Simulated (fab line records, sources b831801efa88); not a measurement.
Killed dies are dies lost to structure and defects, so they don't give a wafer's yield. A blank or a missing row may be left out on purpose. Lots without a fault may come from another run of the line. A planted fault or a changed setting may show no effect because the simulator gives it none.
fab line records | flow sky130
record lots=6 wafers=18 last_day=50
route steps=708 shown SONOS_ONO@176 GATE_OXIDE@187 POLY_GATE@204 PAD_OPEN@708
lots that met no fault: from a run of the same line without faults
start_h: hours from the record's first day to the start of the lot's first wafer shown | wait_h: hours since the lot's step before | " the same as in the row above | L1.1+2: a row that stands for several wafers | - no value, or no start given | * or withheld: withheld | < > ~ a bound
route shown NAME@n: a module of which the file shows steps, and the number in the route of the first | usual: mean/standard deviation of fault-free wafers | same: alike in all rows | chamber/n: place in a boat | sites: the reading at each site | _std_site: their standard deviation | _edge_site: outer sites' mean less inner sites' | radius_mm: how far each site lies from the wafer's centre | mask NAME#n: copy n | behind: the tool/chamber that last shaped the wafer | hold: why the lot was held/for how many hours/how that ended | device: the transistor (n, p or np) that didn't switch | end of line: the same wafers' tests at the end of the route | a step without rows: its recipe alone | killed: dies lost to structure and defects at the first sort, not the wafer's yield | map: a wafer's dies, x killed, . not, _ none there
set.NAME: the setting as run; set.NAME@STEP: as run at that earlier step | model.NAME: the simulator's own value behind a step, which no gauge read
lots at some steps of the route; a table a step, a row a wafer
services: from which hour (start_h, from the record's first day; less than 0 if before it) a tool's chamber was out of use, for how many hours, and why
## steps
# step SKY_SONOS_ONO_COAT_08
# recipe resist=NOVOLAK spin_rpm=3000 resist_thk_nm=1140
# step SKY_SONOS_ONO_SOFTBAKE_09
# recipe temp_c=88.76 time_s=60 resist=NOVOLAK
# step SKY_SONOS_ONO_EXPOSE_10
# recipe mask_id=ONOM target_cd_nm=410 na=0.6 source_shape=conventional sigma_outer=0.6 dose_mj=150
# step SKY_SONOS_ONO_PEB_11
# recipe temp_c=withheld time_s=* resist=NOVOLAK
# step SKY_SONOS_ONO_DEVELOP_12
# recipe develop_time_s=60 dev_temp_c=23
# step SKY_SONOS_ONO_CD_MEAS_13
# recipe target_cd_nm=410
# usual cd_nm=409.6/2
# columns lot.wafer tool chamber start_h wait_h cd_nm
L540.1 cd_sem-01 - 307.30 0.1 407.7
L540.3 " - " " 407.4
L540.4 " - " " 410.0
L542.1 cd_sem-01 - 327.89 0.1 407.5
L542.3 " - " " 408.5
L542.5 " - " " 407.0
L551.1 cd_sem-01 - 402.29 0.1 410.7
L551.2 " - " " 406.7
L551.3 " - " " 408.5
L552.4 cd_sem-01 - 411.50 0.1 411.7
L552.5 " - " " 408.3
L552.6 " - " " 408.2
L557.2 cd_sem-02 - 455.81 0.1 408.8
L557.3 " - " " 410.7
L557.5 " - " " 409.5
L559.2 cd_sem-01 - 470.91 0.1 410.7
L559.4 " - " " 405.4
L559.6 " - " " 411.6
# step SKY_SONOS_ONO_OVL_MEAS_14
# usual SONOS_ONO_OVL=-0.1/1.2
# columns lot.wafer tool chamber start_h wait_h SONOS_ONO_OVL[nm]
L540.1 overlay-02 - 307.42 0.1 1.6
L540.3 " - " " 1.2
L540.4 " - " " 0.1
L542.1 overlay-01 - 328.01 0.1 -1.0
L542.3 " - " " -0.3
L542.5 " - " " -2.0
L551.1 overlay-02 - 402.41 0.1 -1.3
L551.2 " - " " -1.1
L551.3 " - " " -2.4
L552.4 overlay-02 - 411.57 0.1 0.3
L552.5 " - " " -0.4
L552.6 " - " " 0.7
L557.2 overlay-01 - 455.92 0.1 -1.3
L557.3 " - " " -0.7
L557.5 " - " " -0.7
L559.2 overlay-01 - 471.01 0.1 0.7
L559.4 " - " " 0.0
L559.6 " - " " 0.7
# step SKY_SONOS_ONO_ETCH_15
# recipe target_depth_nm=19.52 chemistry=CHF3/O2 source_w=600 bias_w=200 pressure_mtorr=40 chf3_flow_sccm=50 O2_flow_sccm=5 time_s=7.8
# usual drypump_motor_current_A=5.9/0.45 oes_product_au=1.000/0.0096 throttle_valve_pct=8.826/0.009
# columns lot.wafer tool chamber start_h wait_h drypump_motor_current_A oes_product_au rf_hours_counter_h throttle_valve_pct
L540.1 rie_diel-01 3 307.45 0.0 5.7 0.984 119 8.829
L540.3 " 0 " " 5.3 0.993 9 8.826
L540.4 " 1 " " 6.8 0.987 43 8.828
L542.1 rie_diel-03 3 328.04 0.0 5.8 1.015 5 8.822
L542.3 " 1 " " 6.3 1.010 64 8.813
L542.5 " 2 " " 5.6 1.009 - 8.820
L551.1 rie_diel-02 1 402.44 0.0 5.8 0.987 17 8.836
L551.2 " 3 " " 5.2 1.005 88 8.821
L551.3 " 0 " " 6.2 0.996 5 8.818
L552.4 rie_diel-01 0 411.59 0.0 5.4 0.995 10 8.838
L552.5 " 1 " " 6.8 0.997 - 8.833
L552.6 " 0 " " 5.4 0.984 - 8.810
L557.2 rie_diel-01 0 455.95 0.0 5.4 0.995 11 8.815
L557.3 " 2 " " 6.4 0.988 4 8.825
L557.5 " 0 " " 5.3 1.001 - 8.833
L559.2 rie_diel-03 0 471.04 0.0 5.8 1.013 10 8.841
L559.4 " 1 " " 6.3 0.996 - 8.816
L559.6 " 3 " " 5.9 1.014 - 8.843
# step SKY_SONOS_ONO_WET_ETCH_16
# recipe chemistry=dHF target_depth_nm=14 dry=n2_spin target=SiO2 dilution=100:1 temp_c=25 time_s=280
# step SKY_SONOS_ONO_STRIP_17
# recipe chemistry=O2/N2 power_w=1400 pressure_mtorr=1500 platen_temp_c=withheld o2_flow_sccm=3000 n2_flow_sccm=300 overash_fraction=0.5
# usual drypump_motor_current_A=5.6/0.3 n2_flow_sccm=300.1/0.89 oes_product_au=0.710/0.0049 strip_time_to_endpoint_s=14.13/0.035
# columns lot.wafer tool chamber start_h wait_h drypump_motor_current_A n2_flow_sccm oes_product_au rf_hours_counter_h strip_time_to_endpoint_s
L540.1 plasma_asher-04 0 307.57 0.0 5.0 300.7 0.721 50 14.10
L540.3 " 0 " " 5.0 300.1 0.714 - 14.16
L540.4 " 1 " " 5.4 300.9 0.712 - 14.12
L542.1 plasma_asher-04 0 328.15 0.0 5.0 300.8 0.711 52 14.16
L542.3 " 1 " " 5.5 299.7 0.707 - 14.12
L542.5 " 0 " " 5.0 301.0 0.715 - 14.10
L551.1 plasma_asher-02 1 402.56 0.0 5.6 298.9 0.706 73 14.16
L551.2 " 0 " " 5.5 299.9 0.708 73 14.13
L551.3 " 1 " " 5.6 300.8 0.716 - 14.15
L552.4 plasma_asher-01 1 411.73 0.0 5.9 300.0 0.706 - 14.16
L552.5 " 0 " " 5.7 299.2 0.709 - 14.12
L552.6 " 1 " " 5.9 299.7 0.706 - 14.15
L557.2 plasma_asher-01 0 456.14 0.0 5.7 299.7 0.715 34 14.05
L557.3 " 0 " " 5.8 301.5 0.706 - 14.06
L557.5 " 1 " " 5.9 299.1 0.703 - 14.09
L559.2 plasma_asher-04 1 471.15 0.0 5.4 298.8 0.706 66 14.16
L559.4 " 1 " " 5.4 298.8 0.709 - 14.18
L559.6 " 1 " " 5.4 298.8 0.710 - 14.12
# step SKY_SONOS_ONO_WET_ETCH_18
# recipe chemistry=H3PO4 target_depth_nm=15 target=Si3N4 temp_c=160 time_s=172
# step SKY_GATE_OXIDE_CLEAN_00
# recipe chemistry=SC1/SC2 mix=1:4:20 temp_c=70 time_s=150 dry=n2_spin
# step SKY_GATE_OXIDE_OXIDATION_01
# recipe temp_c=900 ambient=O2 stabilise_s=600 purge_s=300 target_thk_a=102.68 ox_time_s=1473
# usual spike_tc_bottom_C=920.3/2.3 spike_tc_centre_C=901.2/1.1 spike_tc_lower_C=899.8/1 spike_tc_top_C=908.9/1.1 spike_tc_upper_C=899.3/1.7 tube_center_temp_C=900.01/0.079 tube_center_temp_C_max=902.3/0.39
# columns lot.wafer tool chamber start_h wait_h spike_tc_bottom_C spike_tc_centre_C spike_tc_lower_C spike_tc_top_C spike_tc_upper_C tube_center_temp_C tube_center_temp_C_max model.SiO2_of_GATE_OXIDE_OXIDATION_01.thk_nm
L540.1 furnace-02 0 307.85 0.0 923.6 900.9 899.8 908.0 898.6 900.09 902.3 10.07
L540.3 " 0 " " 922.4 901.5 899.3 910.0 900.4 900.23 902.6 10.3
L540.4 " 0 " " 923.1 901.3 900.3 907.5 897.0 899.91 902.2 10.07
L542.1 furnace-01 0 328.44 0.0 918.3 900.0 899.6 909.9 899.5 900.02 902.1 10.2
L542.3 " 0 " " 920.0 900.5 899.8 908.8 902.2 900.09 902.0 10.09
L542.5 " 0 " " 917.7 900.7 899.3 908.0 901.9 899.98 902.6 10.15
L551.1 furnace-01 0 403.18 0.4 912.1 893.1 894.8 902.1 895.4 893.28 896.0 9.292
L551.2 " 0 " " 910.8 894.9 891.9 902.4 894.4 893.28 895.2 9.422
L551.3 " 0 " " 911.3 895.4 892.3 902.8 894.1 893.27 895.1 9.27
L552.4 furnace-01 0 415.28 3.4 910.7 893.8 893.4 900.4 894.5 893.38 895.7 9.625
L552.5 " 0 " " 911.1 892.5 892.3 902.1 894.2 893.13 895.5 9.454
L552.6 " 0 " " 910.2 893.8 891.2 903.8 894.7 893.35 895.5 9.582
L557.2 furnace-02 0 456.35 0.0 922.3 902.5 900.2 908.7 898.2 899.99 902.1 10.1
L557.3 " 0 " " 923.9 900.6 900.6 908.6 897.0 900.01 902.4 10.04
L557.5 " 0 " " 922.4 900.6 899.1 910.5 897.5 900 902.0 10.13
L559.2 furnace-02 0 472.10 0.7 922.0 899.1 899.7 909.2 899.4 899.92 902.0 10.29
L559.4 " 0 " " 922.8 900.9 899.1 909.5 897.7 899.96 902.2 10.22
L559.6 " 0 " " 921.7 902.6 900.7 910.2 896.8 900 902.5 10.3
# step SKY_GATE_OXIDE_THK_MEAS_02
# recipe reads=SiO2_of_GATE_OXIDE_OXIDATION_01
# usual GATE_OXIDE_OXIDATION_00_THK=10.26/0.21
# columns lot.wafer tool chamber start_h wait_h GATE_OXIDE_OXIDATION_00_THK[nm]
L540.1 film_metro-04 - 309.26 0.0 10.08
L540.3 " - " " 10.31
L540.4 " - " " 10.03
L542.1 film_metro-03 - 329.85 0.0 10.21
L542.3 " - " " 10.09
L542.5 " - " " 10.20
L551.1 film_metro-03 - 404.59 0.0 9.32
L551.2 " - " " 9.38
L551.3 " - " " 9.21
L552.4 film_metro-02 - 416.72 0.0 9.59
L552.5 " - " " 9.49
L552.6 " - " " 9.60
L557.2 film_metro-02 - 457.77 0.0 10.04
L557.3 " - " " 10.06
L557.5 " - " " 10.15
L559.2 film_metro-02 - 473.51 0.0 10.28
L559.4 " - " " 10.17
L559.6 " - " " 10.36
# step SKY_GATE_OXIDE_DEHYDRATE_03
# recipe temp_c=200 time_s=60
# step SKY_GATE_OXIDE_HMDS_04
# recipe prime_time_s=60 prime_temp_c=120
# step SKY_GATE_OXIDE_COAT_05
# recipe resist=NOVOLAK spin_rpm=3000 resist_thk_nm=1140
# step SKY_GATE_OXIDE_SOFTBAKE_06
# recipe temp_c=90 time_s=60 resist=NOVOLAK
# step SKY_GATE_OXIDE_EXPOSE_07
# recipe mask_id=LVOM na=0.6 source_shape=conventional sigma_outer=0.6 polarization=unpolarized target_cd_nm=600 dose_mj=170
# step SKY_GATE_OXIDE_PEB_08
# recipe temp_c=withheld time_s=* resist=NOVOLAK
# step SKY_GATE_OXIDE_DEVELOP_09
# recipe resist=NOVOLAK developer=TMAH develop_time_s=60 dev_temp_c=23
# step SKY_GATE_OXIDE_OVL_MEAS_10
# usual GATE_OXIDE_OVL=1.3/1.2
# columns lot.wafer tool chamber start_h wait_h GATE_OXIDE_OVL[nm]
L540.1 overlay-02 - 334.84 0.1 0.0
L540.3 " - " " 1.8
L540.4 " - " " 2.6
L542.1 overlay-01 - 357.02 0.1 0.2
L542.3 " - " " 1.2
L542.5 " - " " 1.4
L551.1 overlay-01 - 434.44 0.1 0.3
L551.2 " - " " 3.4
L551.3 " - " " 2.9
L552.4 overlay-01 - 446.39 0.1 1.5
L552.5 " - " " 1.0
L552.6 " - " " 2.2
L557.2 overlay-02 - 487.43 0.1 1.5
L557.3 " - " " 1.2
L557.5 " - " " 0.9
L559.2 overlay-01 - 503.79 0.1 0.2
L559.4 " - " " 2.4
L559.6 " - " " 0.5
# step SKY_GATE_OXIDE_IMPLANT_11
# recipe species=B energy_kev=10 dose_cm2=2.6e+12 tilt_deg=withheld
# step SKY_GATE_OXIDE_WET_ETCH_12
# recipe chemistry=dHF target_depth_nm=16.8 dry=n2_spin target=SiO2 dilution=100:1 temp_c=25 time_s=336
# step SKY_GATE_OXIDE_STRIP_13
# recipe chemistry=O2/N2 power_w=1400 pressure_mtorr=1500 platen_temp_c=withheld o2_flow_sccm=3000 n2_flow_sccm=300 overash_fraction=0.5
# usual drypump_motor_current_A=5.6/0.46 n2_flow_sccm=300.0/0.91 oes_product_au=0.715/0.0052 strip_time_to_endpoint_s=14.17/0.049
# columns lot.wafer tool chamber start_h wait_h drypump_motor_current_A n2_flow_sccm oes_product_au rf_hours_counter_h strip_time_to_endpoint_s
L540.1 plasma_asher-03 1 335.13 0.0 6.4 300.2 0.722 61 14.15
L540.3 " 1 " " 6.4 302.1 0.716 - 14.12
L540.4 " 0 " " 6.1 300.0 0.724 - 14.12
L542.1 plasma_asher-02 0 357.31 0.0 5.5 300.0 0.703 69 14.18
L542.3 " 0 " " 5.6 300.3 0.714 - 14.17
L542.5 " 0 " " 5.6 301.7 0.706 - 14.19
L551.1 plasma_asher-04 0 434.72 0.0 5.0 300.1 0.712 62 14.20
L551.2 " 1 " " 5.4 300.4 0.722 62 14.16
L551.3 " 1 " " 5.4 298.8 0.728 - 14.13
L552.4 plasma_asher-02 0 446.69 0.0 5.5 300.4 0.723 - 14.19
L552.5 " 0 " " 5.5 299.7 0.716 - 14.18
L552.6 " 1 " " 5.5 299.7 0.716 - 14.12
L557.2 plasma_asher-03 0 487.72 0.0 6.1 298.5 0.719 77 14.16
L557.3 " 0 " " 6.1 299.8 0.722 - 14.17
L557.5 " 0 " " 6.1 299.8 0.724 - 14.20
L559.2 plasma_asher-04 1 504.07 0.0 5.5 300.0 0.719 70 14.18
L559.4 " 0 " " 5.0 300.0 0.712 - 14.20
L559.6 " 0 " " 5.0 300.5 0.712 - 14.19
# step SKY_GATE_OXIDE_TW_MEAS_14
# usual GATE_OXIDE_TW=222.8/2.3
# columns lot.wafer tool chamber start_h wait_h GATE_OXIDE_TW
L540.1 film_metro-04 - 335.23 0.1 226.0
L540.3 " - " " 225.9
L540.4 " - " " 225.6
L542.1 film_metro-03 - 357.41 0.1 224.2
L542.3 " - " " 223.7
L542.5 " - " " 222.2
L551.1 film_metro-02 - 434.82 0.1 220.8
L551.2 " - " " 220.4
L551.3 " - " " 220.6
L552.4 film_metro-02 - 446.79 0.1 220.2
L552.5 " - " " 220.5
L552.6 " - " " 221.0
L557.2 film_metro-04 - 487.83 0.1 223.4
L557.3 " - " " 223.8
L557.5 " - " " 223.3
L559.2 film_metro-03 - 504.18 0.1 223.0
L559.4 " - " " 222.5
L559.6 " - " " 222.2
# step SKY_GATE_OXIDE_CLEAN_15
# recipe chemistry=SC1/SC2 mix=1:4:20 temp_c=70 time_s=150 dry=n2_spin
# step SKY_GATE_OXIDE_OXIDATION_16
# recipe temp_c=800 ambient=O2 idle_temp_c=700 ramp_up_c_per_min=10 ramp_down_c_per_min=3 stabilise_s=600 purge_s=300 target_thk_a=35.7 ox_time_s=1915
# usual spike_tc_bottom_C=820.7/2.2 spike_tc_centre_C=801.1/0.96 spike_tc_lower_C=799.6/0.99 spike_tc_top_C=810.7/1.2 spike_tc_upper_C=799.5/1.5 tube_center_temp_C=800/0.076 tube_center_temp_C_max=802.1/0.33
# columns lot.wafer tool chamber start_h wait_h spike_tc_bottom_C spike_tc_centre_C spike_tc_lower_C spike_tc_top_C spike_tc_upper_C tube_center_temp_C tube_center_temp_C_max model.SiO2_of_GATE_OXIDE_OXIDATION_01.thk_nm
L540.1 furnace-02 0 336.75 1.4 823.5 800.0 799.3 810.0 797.7 800.03 802.0 11.42
L540.3 " 0 " " 822.9 801.6 800.1 813.2 796.5 799.92 801.7 11.63
L540.4 " 0 " " 822.5 800.7 799.3 810.2 798.6 800.07 801.7 11.44
L542.1 furnace-01 0 358.33 0.8 818.1 800.6 799.1 809.8 801.4 799.98 802.0 11.6
L542.3 " 0 " " 820.2 802.4 801.5 809.6 801.0 800.13 801.8 11.51
L542.5 " 0 " " 817.5 800.2 799.8 810.1 801.1 800.08 802.1 11.58
L551.1 furnace-02 0 438.57 3.6 823.5 800.9 801.6 810.2 798.2 800.05 802.0 10.67
L551.2 " 0 " " 822.7 801.0 799.7 811.8 798.9 799.92 801.8 10.79
L551.3 " 0 " " 822.4 800.2 798.4 812.5 800.2 799.89 802.3 10.64
L552.4 furnace-01 0 447.64 0.8 819.5 800.8 797.2 809.3 800.6 799.84 801.5 11.11
L552.5 " 0 " " 821.1 802.7 799.6 809.1 799.6 800.01 801.8 10.97
L552.6 " 0 " " 818.8 799.9 799.8 809.1 800.7 800.09 801.9 11.07
L557.2 furnace-01 0 487.93 0.0 820.3 802.2 798.9 811.4 800.2 799.91 801.9 11.45
L557.3 " 0 " " 820.4 801.7 799.4 812.0 802.8 799.95 803.0 11.4
L557.5 " 0 " " 819.5 800.9 799.4 809.6 800.3 799.97 802.4 11.46
L559.2 furnace-02 0 504.28 0.0 823.1 800.5 798.6 811.1 796.9 800 802.2 11.65
L559.4 " 0 " " 824.5 800.4 799.7 810.8 799.1 799.93 801.3 11.56
L559.6 " 0 " " 824.7 800.8 800.2 813.2 798.3 799.99 802.0 11.64
# step SKY_POLY_GATE_CVD_00
# recipe material=poly-Si target_thk_nm=180 temp_c=620 time_s=720 pressure_mtorr=200
# step SKY_PAD_OPEN_PROBE_99
# usual killed_at_M0_to_M3=43/7.3 killed_at_M4_up=3.1/1.8 killed_at_contacts=24/5.4 killed_at_front_end=15/4.1 killed_at_other=0.2/0.52 killed_dies=86/10 killed_on_rim=17/4.1 killed_open=47/7.3 killed_short=39/6.4
# same gross_dies=492 killed_at_back_side=0
# columns lot.wafer tool chamber start_h wait_h killed_at_M0_to_M3 killed_at_M4_up killed_at_contacts killed_at_front_end killed_at_other killed_dies killed_on_rim killed_open killed_short model.etest.nfet_16v.r_on_ohm_um model.etest.pfet_g5v0d10v5.r_on_ohm_um model.etest.tip_sonos.rs_ohm_sq model.etest.nfet_g5v0d10v5.r_on_ohm_um model.etest.nfet_g5v0d10v5.drive_ua_um model.etest.nfet_05v0_nvt.drive_ua_um model.etest.pfet_g5v0d10v5.drive_ua_um model.etest.nfet_16v.drive_ua_um
L542.1 prober-01 - 1116.31 0.1 46 3 16 29 1 95 13 45 49 1.371e+04 4729 2636 1892 605.6 572.8 338.7 223.1
L542.3 prober-01 - 1116.41 0.2 56 0 21 15 1 93 19 46 47 1.371e+04 4741 2609 1876 606.7 575 342.9 224.8
L542.5 prober-01 - 1116.51 0.2 43 6 17 23 2 91 16 48 42 1.387e+04 4800 2640 1908 601.3 574.2 338.1 222.6
L551.1 prober-02 - 1165.55 0.1 45 1 24 11 0 81 14 44 37 1.344e+04 4515 2500 1789 652.1 609.4 363.1 243.9
L551.2 prober-02 - 1165.60 0.1 43 4 15 12 0 74 14 39 35 1.347e+04 4533 2491 1818 648.9 612.1 364.9 238.5
L551.3 prober-02 - 1165.65 0.2 49 4 24 9 1 87 19 55 32 1.342e+04 4483 2468 1777 653.9 617.4 367.2 243.9
L552.4 prober-01 - 1168.87 0.2 34 3 19 15 0 71 10 39 32 1.347e+04 4681 2532 1840 634.5 596.8 348.8 235.4
L552.5 prober-01 - 1168.92 0.2 55 5 24 14 0 98 25 52 46 1.364e+04 4724 2479 1832 641.1 605.3 348.3 235.3
L552.6 prober-01 - 1168.97 0.2 43 2 25 11 1 82 14 47 35 1.356e+04 4696 2514 1852 630.7 603.5 350.9 233.5
L557.2 prober-02 - 1190.68 0.1 34 7 24 21 0 86 22 53 33 1.365e+04 4777 2636 1881 610.7 583.8 343.6 230.1
L557.3 prober-02 - 1190.73 0.2 51 7 27 14 0 99 27 51 48 1.363e+04 4696 2628 1865 615.5 591.2 347.6 228.5
L557.5 prober-02 - 1190.83 0.2 39 7 32 21 0 99 18 46 53 1.37e+04 4743 2599 1872 611.3 587.3 346 227
L559.2 prober-02 - 1195.56 0.1 41 1 21 9 2 74 14 36 38 1.406e+04 4761 2654 1901 607 578.6 340.6 221.7
L559.4 prober-02 - 1195.66 0.2 42 2 19 9 0 72 20 39 33 1.394e+04 4806 2641 1910 608 577 341.6 221.3
L559.6 prober-02 - 1195.76 0.2 40 3 28 14 0 85 16 47 38 1.423e+04 4828 2664 1907 607.2 576.5 339.4 219.6
# killed by level:class
L542.1 VIA1:geometric_particle:open=12 FIELD_ISO:geometric_particle:short=8 POLY_GATE:geometric_particle:open=6 METAL2:geometric_particle:short=6 VIA3:geometric_particle:open=6 FIELD_ISO:geometric_particle:open=5 CONTACT:geometric_particle:open=5 VIA1:geometric_particle:short=5
L542.3 VIA1:geometric_particle:open=13 METAL2:geometric_particle:short=10 METAL1:geometric_particle:short=7 LI_CONTACT:geometric_particle:open=7 VIA1:geometric_particle:short=7 VIA2:geometric_particle:open=6 POLY_GATE:geometric_particle:open=5 POLY_GATE:geometric_particle:short=4
L542.5 VIA1:geometric_particle:open=12 FIELD_ISO:geometric_particle:short=8 CONTACT:geometric_particle:open=7 VIA1:geometric_particle:short=6 POLY_GATE:geometric_particle:short=5 POLY_GATE:geometric_particle:open=5 VIA3:geometric_particle:open=5 METAL4:geometric_particle:short=5
L551.1 VIA1:geometric_particle:open=13 CONTACT:geometric_particle:open=7 METAL1:geometric_particle:short=7 VIA3:geometric_particle:open=7 LI_CONTACT:geometric_particle:open=6 CONTACT:geometric_particle:short=5 METAL2:geometric_particle:short=5 POLY_GATE:geometric_particle:short=4
L551.2 METAL2:geometric_particle:short=10 CONTACT:geometric_particle:open=8 VIA1:geometric_particle:short=7 VIA2:geometric_particle:open=6 VIA1:geometric_particle:open=6 VIA3:geometric_particle:open=5 LI_CONTACT:geometric_particle:open=5 METAL4:geometric_particle:short=4
L551.3 CONTACT:geometric_particle:open=12 VIA1:geometric_particle:open=10 METAL2:geometric_particle:short=10 LI_CONTACT:geometric_particle:open=8 VIA1:geometric_particle:short=7 VIA2:geometric_particle:open=6 VIA3:geometric_particle:open=4 FIELD_ISO:geometric_particle:open=3
L552.4 CONTACT:geometric_particle:open=8 VIA2:geometric_particle:open=7 VIA1:geometric_particle:open=7 FIELD_ISO:geometric_particle:short=6 LI_CONTACT:geometric_particle:open=6 VIA1:geometric_particle:short=4 METAL2:geometric_particle:short=4 VIA3:geometric_particle:open=4
L552.5 VIA1:geometric_particle:open=13 CONTACT:geometric_particle:open=9 METAL1:geometric_particle:short=7 VIA1:geometric_particle:short=7 VIA3:geometric_particle:open=7 LI_CONTACT:geometric_particle:open=6 VIA3:geometric_particle:short=6 CONTACT:geometric_particle:short=5
L552.6 VIA1:geometric_particle:open=10 VIA2:geometric_particle:open=10 CONTACT:geometric_particle:open=6 LI_CONTACT:geometric_particle:open=5 LOCAL_INTERCONNECT:geometric_particle:short=5 CONTACT:geometric_particle:short=5 FIELD_ISO:geometric_particle:short=3 FIELD_ISO:geometric_particle:open=3
L557.2 VIA1:geometric_particle:open=12 LI_CONTACT:geometric_particle:open=11 VIA3:geometric_particle:open=7 FIELD_ISO:geometric_particle:open=6 CONTACT:geometric_particle:open=6 METAL1:geometric_particle:short=6 FIELD_ISO:geometric_particle:short=3 METAL4:geometric_particle:short=3
L557.3 VIA1:geometric_particle:open=16 CONTACT:geometric_particle:open=10 METAL1:geometric_particle:short=8 POLY_GATE:geometric_particle:short=6 LI_CONTACT:geometric_particle:open=6 VIA3:geometric_particle:open=6 VIA1:geometric_particle:short=6 POLY_GATE:geometric_particle:open=5
L557.5 CONTACT:geometric_particle:open=13 CONTACT:geometric_particle:short=8 VIA1:geometric_particle:open=7 METAL4:geometric_particle:short=6 LOCAL_INTERCONNECT:geometric_particle:short=6 VIA3:geometric_particle:open=6 METAL2:geometric_particle:short=5 VIA1:geometric_particle:short=5
L559.2 LI_CONTACT:geometric_particle:open=9 CONTACT:geometric_particle:open=8 METAL1:geometric_particle:short=8 VIA1:geometric_particle:open=5 VIA1:geometric_particle:short=5 METAL3:geometric_particle:short=5 FIELD_ISO:geometric_particle:short=3 VIA3:geometric_particle:open=3
L559.4 VIA2:geometric_particle:open=10 VIA1:geometric_particle:open=9 CONTACT:geometric_particle:open=6 METAL2:geometric_particle:short=6 METAL3:geometric_particle:short=4 FIELD_ISO:geometric_particle:short=4 VIA2:geometric_particle:short=4 CONTACT:geometric_particle:short=4
L559.6 CONTACT:geometric_particle:open=12 VIA2:geometric_particle:open=10 LI_CONTACT:geometric_particle:open=7 VIA1:geometric_particle:open=7 CONTACT:geometric_particle:short=5 METAL2:geometric_particle:short=5 FIELD_ISO:geometric_particle:short=4 METAL1:geometric_particle:short=4
## services
# columns tool chamber start_h hours kind
plasma_asher-04 - 285.30 14.6 pm
rie_diel-02 0 287.14 6.0 repair
rie_diel-03 - 305.39 0.5 repair
rie_diel-01 2 308.46 3.4 repair
plasma_asher-02 - 311.08 0.5 repair
rie_diel-01 2 312.69 1.5 repair
plasma_asher-01 - 334.71 2.2 repair
rie_diel-02 3 343.94 1.7 repair
plasma_asher-01 - 359.88 2.8 pm
rie_diel-03 0 360.58 1.2 repair
rie_diel-02 - 374.27 0.2 repair
furnace-01 - 394.87 3.9 pm
furnace-02 - 421.16 4.0 pm
plasma_asher-02 - 421.28 9.0 pm
furnace-02 - 426.62 3.7 pm
rie_diel-02 2 431.39 5.6 repair
plasma_asher-02 - 438.27 1.1 repair
rie_diel-01 2 441.41 3.4 repair
plasma_asher-02 - 449.94 0.5 repair
plasma_asher-01 - 450.94 0.7 repair
rie_diel-01 1 459.14 3.2 repair
plasma_asher-03 - 460.92 0.6 repair
plasma_asher-02 - 487.05 55.4 repair
plasma_asher-03 - 503.55 15.6 pm
## key
first_sign step=SKY_GATE_OXIDE_OXIDATION_01 reading=tube_center_temp_C direction=down sigmas=75 usual=* struck=*
effect step=SKY_GATE_OXIDE_OXIDATION_01 reading=tube_center_temp_C_max direction=down sigmas=18 usual=* struck=*
effect step=SKY_GATE_OXIDE_THK_MEAS_02 reading=GATE_OXIDE_OXIDATION_00_THK direction=down sigmas=4 usual=10.26 struck=9.43
model_effect step=SKY_GATE_OXIDE_OXIDATION_01 value=SiO2_of_GATE_OXIDE_OXIDATION_01.thk_nm without=10.18 struck=9.441
model_effect step=SKY_GATE_OXIDE_OXIDATION_16 value=SiO2_of_GATE_OXIDE_OXIDATION_01.thk_nm without=11.56 struck=10.88
model_effect step=SKY_PAD_OPEN_PROBE_99 value=etest.nfet_16v.r_on_ohm_um without=1.39e+04 struck=1.35e+04
met_at SKY_GATE_OXIDE_OXIDATION_01
struck_wafers L551.1,L551.2,L551.3,L552.4,L552.5,L552.6
tester_left_out L551,L552
onset_between 328.44 403.18
fault kind=process_parameter_drift tool=furnace-01 chamber=- onset_h=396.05 steps=SKY_GATE_OXIDE_OXIDATION_01 channel=temp_c offset=* shape=step end_h=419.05 acts_in=* stated=*
# tester_left_out: of these lots the tester's yield and bins aren't shown, on N5 and GAA mostly nor the transistor test; their killed dies are dies lost to structure and defects alone, not to doping, threshold or leakage, so they don't give the yield
